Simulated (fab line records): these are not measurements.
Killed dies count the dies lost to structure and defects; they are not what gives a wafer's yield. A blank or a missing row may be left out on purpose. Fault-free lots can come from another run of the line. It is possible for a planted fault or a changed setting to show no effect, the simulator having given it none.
Which tool was responsible? :: flow gf180mcu :: Sampling: 14 lots, 42 wafers, 3 of 602 route steps

== WHAT THE GAUGES READ, wafer by wafer ==
GF_HV_LDD_CD_MEAS_46: target cd 400 nm.
lot: L178
measured: day 13 16:41
on: cd-sem-01
cd-nm (nm): 401.4 402.2 400.5

lot: L179
measured: day 13 22:04
on: cd-sem-01
cd-nm (nm): 399.9 400.4 399.8

lot: L184
measured: day 15 22:23
on: cd-sem-02
cd-nm (nm): 397.3 395.0 394.3

lot: L185
measured: day 16 00:56
on: cd-sem-01
cd-nm (nm): 401.0 402.2 402.5

lot: L187
measured: day 16 12:05
on: cd-sem-02
cd-nm (nm): 399.9 400.5 400.5

lot: L188
measured: day 16 16:33
on: cd-sem-01
cd-nm (nm): 396.7 395.1 395.3

lot: L189
measured: day 17 07:49
on: cd-sem-01
cd-nm (nm): 395.8 399.1 397.7

lot: L191
measured: day 17 23:52
on: cd-sem-01
cd-nm (nm): 396.3 396.7 397.0

lot: L192
measured: day 18 04:42
on: cd-sem-02
cd-nm (nm): 402.0 401.6 402.1

lot: L193
measured: day 18 13:26
on: cd-sem-02
cd-nm (nm): 397.0 398.3 397.8

lot: L194
measured: day 19 02:17
on: cd-sem-02
cd-nm (nm): 400.7 398.2 399.0

lot: L196
measured: day 19 11:50
on: cd-sem-01
cd-nm (nm): 400.9 400.7 400.5

lot: L197
measured: day 19 22:44
on: cd-sem-01
cd-nm (nm): 393.9 396.8 396.1

lot: L198
measured: day 20 06:35
on: cd-sem-02
cd-nm (nm): 401.2 402.7 403.8

GF_HV_LDD_TW_MEAS_50.
lot: L178
measured: day 13 17:05
on: film-metro-04
HV_LDD_4_TW: 566 567 567

lot: L179
measured: day 13 22:28
on: film-metro-04
HV_LDD_4_TW: 567 566 569

lot: L184
measured: day 15 22:47
on: film-metro-04
HV_LDD_4_TW: 528 527 529 531 532 533

lot: L185
measured: day 16 01:19
on: film-metro-03
HV_LDD_4_TW: 571 569 569

lot: L187
measured: day 16 12:29
on: film-metro-04
HV_LDD_4_TW: 525 526 529 526 526 529

lot: L188
measured: day 16 16:57
on: film-metro-03
HV_LDD_4_TW: 569 570 570

lot: L189
measured: day 17 08:12
on: film-metro-04
HV_LDD_4_TW: 528 525 528 527 531 529

lot: L191
measured: day 18 00:17
on: film-metro-01
HV_LDD_4_TW: 568 571 572

lot: L192
measured: day 18 05:06
on: film-metro-04
HV_LDD_4_TW: 562 565 565

lot: L193
measured: day 18 13:50
on: film-metro-04
HV_LDD_4_TW: 564 566 563

lot: L194
measured: day 19 02:40
on: film-metro-04
HV_LDD_4_TW: 563 569 568

lot: L196
measured: day 19 12:13
on: film-metro-03
HV_LDD_4_TW: 578 573 573

lot: L197
measured: day 19 23:07
on: film-metro-04
HV_LDD_4_TW: 565 567 566

lot: L198
measured: day 20 06:59
on: film-metro-01
HV_LDD_4_TW: 570 570 572

== TOOL THAT RAN EACH LOT (tool first, then ch and the chambers of the sampled wafers, then the start) ==
lot: L178
GF_HV_LDD_IMPLANT_48: implanter-03 ch 0, day 13 16:50

lot: L179
GF_HV_LDD_IMPLANT_48: implanter-03 ch 0, day 13 22:13

lot: L184
GF_HV_LDD_IMPLANT_48: implanter-03 ch 0, day 15 22:32

lot: L185
GF_HV_LDD_IMPLANT_48: implanter-02 ch 0, day 16 01:06

lot: L187
GF_HV_LDD_IMPLANT_48: implanter-03 ch 0, day 16 12:14

lot: L188
GF_HV_LDD_IMPLANT_48: implanter-01 ch 0, day 16 16:43

lot: L189
GF_HV_LDD_IMPLANT_48: implanter-03 ch 0, day 17 07:59

lot: L191
GF_HV_LDD_IMPLANT_48: implanter-01 ch 0, day 18 00:02

lot: L192
GF_HV_LDD_IMPLANT_48: implanter-01 ch 0, day 18 04:52

lot: L193
GF_HV_LDD_IMPLANT_48: implanter-01 ch 0, day 18 13:35

lot: L194
GF_HV_LDD_IMPLANT_48: implanter-01 ch 0, day 19 02:28

lot: L196
GF_HV_LDD_IMPLANT_48: implanter-01 ch 0, day 19 12:01

lot: L197
GF_HV_LDD_IMPLANT_48: implanter-03 ch 0, day 19 22:54

lot: L198
GF_HV_LDD_IMPLANT_48: implanter-03 ch 0, day 20 06:45
- GF_HV_LDD_IMPLANT_48

== AS READ BY THE TOOLS THEMSELVES (means over the sampled wafers that have a number; for cases with no such wafer, the mark the record gives instead) ==
The record holds no such reading with a usual standard deviation.

== THE ANSWER, worked out from the rows above alone ==
Rule: what is usual is taken from the lots themselves. Put in order of their means at a reading, lots are off if they are a third of the lots or fewer, leave a main group of 4 or more, and stand apart from it by a gap of 3 or more times the standard deviation of the main group's means; of several such gaps the widest counts. A main group whose means are all the same, to the digits that the tables above print for the reading, isn't used. Also off: a lot with no number at a reading for which 4 or more lots have one. The other lots that the step has rows for count as sound. The gauges are gone through in route order, then the tools' own readings, and for those a lot's mean is taken as printed above. At the first step where some lot is off, the reading lying furthest off is the one used; lots without a number count as furthest.
Off: L184, L187, L189, seen at GF_HV_LDD_TW_MEAS_50 (HV_LDD_4_TW). The main group: mean 568, standard deviation 3.
If a tool, at a process step before that reading, ran all the lots that are off and no sound lot after the first of them, it fits. Gauges at GF_HV_LDD_TW_MEAS_50: tried the same way as those tools. None of those tried fits.

== WHAT WAS PUT IN BY THE SIMULATOR ==
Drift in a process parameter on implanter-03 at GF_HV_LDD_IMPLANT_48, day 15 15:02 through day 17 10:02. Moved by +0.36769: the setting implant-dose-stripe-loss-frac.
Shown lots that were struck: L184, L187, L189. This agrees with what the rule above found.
